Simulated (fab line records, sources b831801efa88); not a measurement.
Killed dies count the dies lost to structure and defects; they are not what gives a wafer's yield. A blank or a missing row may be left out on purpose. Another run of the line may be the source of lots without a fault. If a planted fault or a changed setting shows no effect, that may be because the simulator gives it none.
A lot that was struck, set against a sound lot + flow sky130 + 17 steps out of a route of 708
Sound: these wafers, L714.1, L714.3, L714.4. Struck: wafers L723.1, L723.3, L723.4. The cause is named last.
Per side, at each step with rows, come the tool, then ch with its chambers, and then its first start. Under that, the readings that differ: sound wafers + struck wafers + difference of the means + sigmas: that difference in standard deviations of wafers without a fault.
alike: a reading whose means differ by less than 2 such deviations, as well as words and numbers matching on both sides. not compared: withheld readings; readings where some wafer has no value; bounds like >300 that might hide an equal value; numbers whose values overlap and for which the record gives no deviation.
Wherever a step has rows on one side only, a row that says differs or no value, or a row with sigmas, the two part there. Non-overlapping numbers with no deviation appear without sigmas and do not part them. A reading that every wafer of one side lacks parts them only if that side has two wafers or more.

SKY_VT_ADJUST_LVTN_OVL_MEAS_07:
  struck on overlay-01, day 9 06:45; sound on overlay-01, day 6 22:44
  alike: VT_ADJUST_LVTN_OVL
following that, these wafers have no rows for 1 step: SKY_VT_ADJUST_LVTN_IMPLANT_08.
SKY_VT_ADJUST_LVTN_STRIP_09: strips in O2/N2.
  sound on plasma-asher-03 ch 0,1, day 6 22:56; struck on plasma-asher-02 ch 0,1, day 9 06:56
  alike: drypump-motor-current-A, oes-product-au, strip-time-to-endpoint-s
  not compared: rf-hours-counter-h
SKY_VT_ADJUST_LVTN_TW_MEAS_10:
  struck on film-metro-02, day 9 07:02; sound on film-metro-04, day 6 23:02
  alike: VT_ADJUST_LVTN_TW
then, 7 steps without rows for these wafers: SKY_VT_ADJUST_LVTN_DEHYDRATE_11 (time 60 s); SKY_VT_ADJUST_LVTN_HMDS_12 (prime time 60 s); SKY_VT_ADJUST_LVTN_COAT_13 (resist thk 1140 nm); SKY_VT_ADJUST_LVTN_SOFTBAKE_14 (time 60 s); SKY_VT_ADJUST_LVTN_EXPOSE_15 (exposes mask HVN STD DERIVED, target cd 600 nm); SKY_VT_ADJUST_LVTN_PEB_16; SKY_VT_ADJUST_LVTN_DEVELOP_17 (develop time 60 s).
SKY_VT_ADJUST_LVTN_OVL_MEAS_18:
  struck on overlay-02, day 10 05:03; sound on overlay-02, day 7 18:30
  alike: VT_ADJUST_LVTN_01_OVL
SKY_VT_ADJUST_LVTN_IMPLANT_19:
  sound on implanter-03 ch 0, day 7 18:32; struck on implanter-01 ch 0, day 10 05:05
| reading            | sound                         | struck                        | difference | sigmas      |
|--------------------|-------------------------------|-------------------------------|------------|-------------|
| dose-ions-cm2      | 6.496e+11 6.498e+11 6.487e+11 | 8.975e+11 8.987e+11 8.982e+11 | +2.488e+11 | +99 or more |
| faraday-current-uA | 3.72 3.66 3.62                | 4.92 4.97 5.13                | +1.34      | +17         |
SKY_VT_ADJUST_LVTN_STRIP_20: strips in O2/N2.
  sound on plasma-asher-02 ch 0,1, day 7 18:41; struck on plasma-asher-02 ch 0,1, day 10 05:14
  alike: drypump-motor-current-A, oes-product-au, strip-time-to-endpoint-s
  not compared: rf-hours-counter-h
SKY_VT_ADJUST_LVTN_TW_MEAS_21:
  struck on film-metro-04, day 10 05:20; sound on film-metro-04, day 7 18:48
| reading             | sound             | struck            | difference | sigmas |
|---------------------|-------------------|-------------------|------------|--------|
| VT_ADJUST_LVTN_2_TW | 187.3 188.5 189.1 | 208.3 207.4 207.4 | +19.4      | +15    |
then, 1 step without rows for these wafers: SKY_VT_ADJUST_NCORE_DEHYDRATE_00 (time 60 s).
-- here the record skips 38 days between the struck wafers' starts before and after, leaving off in module VT_ADJUST_NCORE and picking up in module PAD_OPEN (first step shown: number 708 of the route) --
SKY_PAD_OPEN_PROBE_99:
  struck on prober-02, day 48 00:15; sound on prober-01, day 45 14:29
| reading                                    | sound                | struck               | difference | sigmas |
|--------------------------------------------|----------------------|----------------------|------------|--------|
| model.etest.res-pwell-under-gate.rs-ohm-sq | 2276 2277 2278       | 2249 2231 2238       | -38        |        |
| model.etest.nfet-g5v0d10v5.vt-sat-v (V)    | 0.7691 0.7748 0.7757 | 0.7667 0.7654 0.7605 | -0.0090    |        |
| model.etest.nfet-g5v0d10v5.vt-v (V)        | 0.8272 0.8294 0.8341 | 0.8206 0.8152 0.813  | -0.0140    |        |
| model.etest.nfet_16v.vt-v (V)              | 0.7705 0.7708 0.7653 | 0.7564 0.7545 0.7591 | -0.0122    |        |
| model.etest.nfet-g5v0d10v5.vt-long-v (V)   | 0.8147 0.8161 0.8123 | 0.8012 0.7982 0.7987 | -0.0150    |        |
  alike: killed_at_M0_to_M3, killed_at_M4_up, killed-at-contacts, killed-at-front-end, killed-at-other, killed-dies, killed-open, killed-short
  not compared: model.etest.tip_n_5v.rs-ohm-sq, model.etest.nfet-g5v0d10v5.body-rise-v, model.etest.nfet_16v.body-rise-v

## WHERE THEY PART
First at SKY_VT_ADJUST_LVTN_IMPLANT_19; last, within this record, at SKY_VT_ADJUST_LVTN_TW_MEAS_21. Later steps at which nothing parts them and some readings are alike: SKY_PAD_OPEN_PROBE_99.

WHY: what the simulator had put in
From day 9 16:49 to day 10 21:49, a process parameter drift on implanter-01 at SKY_VT_ADJUST_LVTN_IMPLANT_19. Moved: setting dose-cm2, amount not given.
